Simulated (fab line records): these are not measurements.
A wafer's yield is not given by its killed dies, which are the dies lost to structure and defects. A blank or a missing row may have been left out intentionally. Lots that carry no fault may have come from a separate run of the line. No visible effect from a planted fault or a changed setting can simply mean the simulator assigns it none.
The same fault as seen by 2 desks ; flow sky130 ; every desk sees just its own numbers, and what lay behind them comes last

FOR THE TOOL OWNER'S DESK: iline-stepper-02
The tool's own readings at SKY_PASSIVATION_EXPOSE_08 (exposes mask NSM, target cd 3000 nm): means of the sampled wafers that have a number, for each lot that ran on this tool. The brackets show how far a lot's mean lies from the usual mean; more than 4 standard deviations puts the lot out of limits, marked OUT.
Columns: A = exposure-dose-mJ-cm2 at SKY_PASSIVATION_EXPOSE_08, usual 259.97; B = reticle-temp-C at SKY_PASSIVATION_EXPOSE_08, usual 23.01 C
lot;first seen here;A;B
L583;day 45 02:44;259.76;23.16
L584;day 45 08:44;260.06;22.98
L594;day 47 17:13;269.02 (+38) OUT;23.03
L595;day 47 19:40;269.05 (+38) OUT;23.00
This desk's finding: out of limits on L594, L595; first on L594, day 47 17:13 (exposure-dose-mJ-cm2 at SKY_PASSIVATION_EXPOSE_08). Within limits: L583, L584.

METROLOGY DESK
Means of the sampled wafers that have a number, per lot and without regard to the tool the lot ran on: this is what the gauges read. The brackets show how far a lot's mean lies from the usual mean; more than 4 standard deviations puts the lot out of limits, marked OUT.
Columns: A = VIA4_W_RS at SKY_VIA4_RS_MEAS_19, usual 0.2254 ohm/sq
lot;first seen here;A
L582;day 43 01:46;0.2240
L583;day 43 15:13;0.2256
L584;day 43 20:50;0.2242
L586;day 44 01:01;0.2264
L585;day 44 01:14;0.2247
L590;day 45 06:02;0.2258
L592;day 46 03:25;0.2255
L594;day 46 10:08;0.2250
L595;day 46 11:59;0.2280
L598;day 47 05:08;0.2252
L600;day 47 13:32;0.2261
L603;day 47 23:38;0.2215
Finding of this desk: none of the 12 lots has anything out of limits.

TAKEN TOGETHER
At day 47 17:13, on L594, L595, the tool owner's desk was in a position to raise an alarm.
At the metrology desk, nothing out of limits was observed.
The metrology desk holds a record of L594, L595, inside its limits.
On iline-stepper-02, each named lot ran SKY_PASSIVATION_EXPOSE_08.

WHAT WAS PUT IN BY THE SIMULATOR
Drift in process parameters on iline-stepper-02 at SKY_PASSIVATION_EXPOSE_08, starting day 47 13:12. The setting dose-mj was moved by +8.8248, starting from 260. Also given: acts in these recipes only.
Struck lots among those shown: L594, L595.
Hours from the fault's start to each desk's first reading out of limits: the tool owner's desk, 4.
